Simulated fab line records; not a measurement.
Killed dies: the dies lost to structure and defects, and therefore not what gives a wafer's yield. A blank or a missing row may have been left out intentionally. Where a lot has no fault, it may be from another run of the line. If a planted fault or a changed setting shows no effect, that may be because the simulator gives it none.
Which tool did it? | flow gf180mcu | Sampling: 13 lots, 39 wafers, 4 of 602 route steps

## WHAT THE GAUGES READ, wafer by wafer
GF_STI_CD_MEAS_12: the cd target is 220 nm. Usual: 219.9 nm for cd_nm, sd 1.3.
lot  | measured    | on        | cd_nm (nm)        | flag
L141 | day 2 01:38 | cd_sem-01 | 219.9 219.3 219.4 |
L142 | day 2 06:32 | cd_sem-01 | 221.3 222.5 222.7 |
L143 | day 2 13:28 | cd_sem-01 | 221.3 220.8 219.6 |
L144 | day 2 17:17 | cd_sem-01 | 218.6 219.8 219.0 |
L145 | day 2 22:11 | cd_sem-02 | 222.1 223.7 222.1 |
L147 | day 3 09:35 | cd_sem-02 | 220.2 219.4 219.1 |
L155 | day 5 01:37 | cd_sem-01 | 222.2 221.2 222.0 |
L156 | day 5 06:18 | cd_sem-01 | 218.5 217.0 219.2 |
L158 | day 5 17:07 | cd_sem-02 | 217.7 218.1 218.2 |
L161 | day 6 09:25 | cd_sem-01 | 220.9 220.7 219.8 |
L162 | day 6 13:52 | cd_sem-01 | 219.6 220.0 220.4 |
L163 | day 6 18:16 | cd_sem-01 | 219.3 219.3 219.1 |
L164 | day 6 23:59 | cd_sem-01 | 220.0 219.5 221.8 |

GF_SAB_THK_MEAS_01. Usual: SAB_CVD_00_THK gives 50.3 nm (standard deviation 0.65).
lot  | measured     | on            | SAB_CVD_00_THK (nm) | flag
L141 | day 14 06:55 | film_metro-04 | 49.0 49.8 49.9      |
L142 | day 14 13:16 | film_metro-04 | 50.4 51.1 51.2      |
L143 | day 15 00:13 | film_metro-03 | 49.3 49.2 50.1      |
L144 | day 15 08:55 | film_metro-03 | 50.4 49.8 50.3      |
L145 | day 15 16:13 | film_metro-02 | 49.8 50.2 50.8      |
L147 | day 16 10:31 | film_metro-03 | 50.6 51.1 50.7      |
L155 | day 19 08:47 | film_metro-02 | 50.6 51.0 50.5      |
L156 | day 19 11:43 | film_metro-02 | 49.6 50.2 49.9      |
L158 | day 20 08:55 | film_metro-03 | 49.4 50.7 51.3      |
L161 | day 21 09:46 | film_metro-04 | 50.0 50.6 51.2      |
L162 | day 21 15:17 | film_metro-04 | 49.2 50.2 49.7      |
L163 | day 22 01:02 | film_metro-04 | 49.4 49.8 49.8      |
L164 | day 22 07:21 | film_metro-03 | 50.7 50.1 51.1      |

## WHICH TOOL RAN EACH LOT (tool, then ch and the chambers of the sampled wafers, then the start)
lot  | GF_NWELL_STRIP_10                   | GF_VT_IMPLANT_STRIP_31
L141 | plasma_asher-04 ch 0,1, day 3 06:47 | plasma_asher-01 ch 0,1, day 6 20:41
L142 | plasma_asher-01 ch 0,1, day 3 14:11 | plasma_asher-01 ch 0,1, day 7 02:05
L143 | plasma_asher-01 ch 1, day 3 20:17   | plasma_asher-01 ch 0,1, day 7 12:08
L144 | plasma_asher-02 ch 0,1, day 4 00:53 | plasma_asher-02 ch 0,1, day 7 17:17
L145 | plasma_asher-01 ch 0,1, day 4 06:28 | plasma_asher-04 ch 0,1, day 7 23:23
L147 | plasma_asher-01 ch 0,1, day 4 18:09 | plasma_asher-04 ch 0, day 8 15:24
L155 | plasma_asher-01 ch 0,1, day 6 12:35 | plasma_asher-01 ch 0,1, day 10 16:17
L156 | plasma_asher-02 ch 0,1, day 6 17:02 | plasma_asher-01 ch 0,1, day 10 21:28
L158 | plasma_asher-04 ch 0,1, day 7 04:57 | plasma_asher-02 ch 0,1, day 11 12:18
L161 | plasma_asher-02 ch 0,1, day 7 22:32 | plasma_asher-04 ch 0,1, day 12 09:19
L162 | plasma_asher-01 ch 0,1, day 8 02:32 | plasma_asher-02 ch 1, day 12 14:41
L163 | plasma_asher-02 ch 0,1, day 8 09:24 | plasma_asher-02 ch 0,1, day 13 01:33
L164 | plasma_asher-04 ch 0,1, day 8 12:26 | plasma_asher-04 ch 0,1, day 13 02:19
- GF_NWELL_STRIP_10: strips in O2/N2.
- GF_VT_IMPLANT_STRIP_31: strips in O2/N2.

## WHAT THE TOOLS THEMSELVES READ (means of the sampled wafers that have a number; where no wafer has one, the mark that the record gives instead)
GF_NWELL_STRIP_10. Usual: drypump_motor_current_A 5.66 A, standard deviation 0.26; heater_power_w 322 W, standard deviation 27; oes_product_au 0.722 a.u., standard deviation 0.0046; platen_temp_c 250.02 C, standard deviation 0.18; strip_time_to_endpoint_s 36.93 s, standard deviation 0.096.
lot  | tool            | drypump_motor_current_A (A) | heater_power_w (W) | oes_product_au (a.u.) | platen_temp_c (C) | strip_time_to_endpoint_s (s) | flag
L141 | plasma_asher-04 | 5.47                        | 330                | 0.722                 | 250.00            | 36.94                        |
L142 | plasma_asher-01 | 5.70                        | 301                | 0.723                 | 249.80            | 36.80                        |
L143 | plasma_asher-01 | 5.92                        | 316                | 0.717                 | 250.08            | 36.93                        |
L144 | plasma_asher-02 | 5.81                        | 317                | 0.723                 | 250.06            | 36.78                        |
L145 | plasma_asher-01 | 5.74                        | 302                | 0.728                 | 250.10            | 36.97                        |
L147 | plasma_asher-01 | 5.82                        | 309                | 0.722                 | 250.01            | 36.85                        |
L155 | plasma_asher-01 | 5.81                        | 317                | 0.725                 | 249.97            | 37.02                        |
L156 | plasma_asher-02 | 5.92                        | 312                | 0.722                 | 250.01            | 37.00                        |
L158 | plasma_asher-04 | 5.37                        | 352                | 0.724                 | 249.90            | 37.00                        |
L161 | plasma_asher-02 | 5.94                        | 313                | 0.717                 | 249.99            | 36.90                        |
L162 | plasma_asher-01 | 5.81                        | 318                | 0.721                 | 250.21            | 36.84                        |
L163 | plasma_asher-02 | 5.80                        | 310                | 0.722                 | 250.24            | 36.97                        |
L164 | plasma_asher-04 | 5.47                        | 332                | 0.723                 | 249.86            | 36.91                        |

GF_VT_IMPLANT_STRIP_31. Usual: drypump_motor_current_A 5.72 A, standard deviation 0.25; heater_power_w 317 W, standard deviation 25; oes_product_au 0.716 a.u., standard deviation 0.0045; platen_temp_c 249.97 C, standard deviation 0.17; strip_time_to_endpoint_s 12.63 s, standard deviation 0.039.
lot  | tool            | drypump_motor_current_A (A) | heater_power_w (W) | oes_product_au (a.u.) | platen_temp_c (C) | strip_time_to_endpoint_s (s) | flag
L141 | plasma_asher-01 | 5.69                        | 296                | 0.714                 | 250.01            | 12.66                        |
L142 | plasma_asher-01 | 5.71                        | 301                | 0.717                 | 249.91            | 12.57                        |
L143 | plasma_asher-01 | 5.81                        | 314                | 0.719                 | 250.05            | 12.60                        |
L144 | plasma_asher-02 | 5.93                        | 315                | 0.716                 | 250.06            | 12.69                        |
L145 | plasma_asher-04 | 5.46                        | 332                | 0.715                 | 249.78            | 12.65                        |
L147 | plasma_asher-04 | 5.56                        | 311                | 0.711                 | 249.87            | 12.68                        |
L155 | plasma_asher-01 | 5.83                        | 305                | 0.691                 | 246.57            | 13.39                        | OFF
L156 | plasma_asher-01 | 5.70                        | 293                | 0.691                 | 246.91            | 13.43                        | OFF
L158 | plasma_asher-02 | 5.93                        | 317                | 0.717                 | 250.16            | 12.67                        |
L161 | plasma_asher-04 | 5.36                        | 353                | 0.713                 | 250.06            | 12.60                        |
L162 | plasma_asher-02 | 6.06                        | 311                | 0.715                 | 249.71            | 12.60                        |
L163 | plasma_asher-02 | 5.78                        | 317                | 0.710                 | 249.99            | 12.57                        |
L164 | plasma_asher-04 | 5.46                        | 333                | 0.716                 | 250.04            | 12.64                        |

## THE ANSWER, worked out from the rows above alone
Rule: lot off if the mean of its wafers having a number is beyond 3 standard deviations from the usual mean. A lot without any number at a reading at which 4 lots or more have one is off too. Where the step has rows for the other lots, those lots are counted as sound. The gauges are gone through in route order, then the tools' own readings, and for those a lot's mean is taken as printed above. At the first step where some lot is off, the reading lying furthest off is the one used; lots without a number count as furthest.
Off, at GF_VT_IMPLANT_STRIP_31 on strip_time_to_endpoint_s: L155, L156.
A tool fits if, at that step or a process step before it, it ran every lot that is off, and no sound lot after the first of them. One fits: plasma_asher-01 at GF_VT_IMPLANT_STRIP_31. A fault onset in the window from L143 (day 7 12:08, its last sound lot) to L155 (day 10 16:17, its first lot off) fits.
The tool's own readings at GF_VT_IMPLANT_STRIP_31 bear it out: on the lots that are off they differ by more than 5 times the standard deviation of the sound lots' means. oes_product_au reads 0.691 a.u. there against 0.715 a.u. on the sound lots; platen_temp_c reads 246.74 C there against 249.97 C on the sound lots; strip_time_to_endpoint_s reads 13.41 s there against 12.63 s on the sound lots.

## WHAT HAD BEEN PUT IN BY THE SIMULATOR
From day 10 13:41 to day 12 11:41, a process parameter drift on plasma_asher-01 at GF_VT_IMPLANT_STRIP_31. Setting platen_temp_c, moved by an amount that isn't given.
Shown lots that were struck: L155, L156. This agrees with what the rule above found.
